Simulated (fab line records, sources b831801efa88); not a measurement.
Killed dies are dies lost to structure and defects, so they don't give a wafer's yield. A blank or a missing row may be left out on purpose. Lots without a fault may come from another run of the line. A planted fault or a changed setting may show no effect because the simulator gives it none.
One fault seen from 2 desks | flow sky130 | each desk has only its own numbers; what lay behind them comes last

THE TOOL OWNER'S DESK: pvd_sputter-04
The tool's own readings at SKY_METAL2_SPUTTER_01 (material TiN, target thk 20 nm, time 16.7 s): means of the sampled wafers that have a number, for each lot that ran on this tool. A lot is out of limits, marked OUT, if its mean lies more than 4 standard deviations from the usual mean; the brackets give that distance.
Columns: A = chamber_pressure_pa at SKY_METAL2_SPUTTER_01, usual 0.4000 Pa; B = throttle_valve_pct at SKY_METAL2_SPUTTER_01, usual 30.0 %
lot  | first seen here | A      | B
L852 | day 35 14:05    | 0.4004 | 30.0
L853 | day 36 00:44    | 0.4004 | 29.4
L865 | day 40 11:22    | 0.4008 | 29.6
L869 | day 40 22:48    | 0.3998 | 29.4
This desk's finding: nothing out of limits on any of the 4 lots.

THE METROLOGY DESK
What the gauges read, lot by lot, whatever tool the lot ran on: means of the sampled wafers that have a number. A lot is out of limits, marked OUT, if its mean lies more than 4 standard deviations from the usual mean; the brackets give that distance.
Columns: A = VIA1_W_RS at SKY_VIA1_RS_MEAS_22, usual 0.426 ohm/sq; B = VIA1_W_THK at SKY_VIA1_THK_MEAS_23, usual 262 nm
lot  | first seen here | A     | B
L847 | day 34 04:50    | 0.433 | 258
L852 | day 35 13:35    | 0.424 | 267
L853 | day 36 00:14    | 0.421 | 264
L865 | day 40 10:52    | 0.420 | 264
L868 | day 40 15:17    | 0.421 | 264
L869 | day 40 22:18    | 0.424 | 261
This desk's finding: nothing out of limits on any of the 6 lots.

PUT TOGETHER
The tool owner's desk saw nothing out of limits.
The metrology desk saw nothing out of limits.

WHAT THE SIMULATOR HAD PUT IN
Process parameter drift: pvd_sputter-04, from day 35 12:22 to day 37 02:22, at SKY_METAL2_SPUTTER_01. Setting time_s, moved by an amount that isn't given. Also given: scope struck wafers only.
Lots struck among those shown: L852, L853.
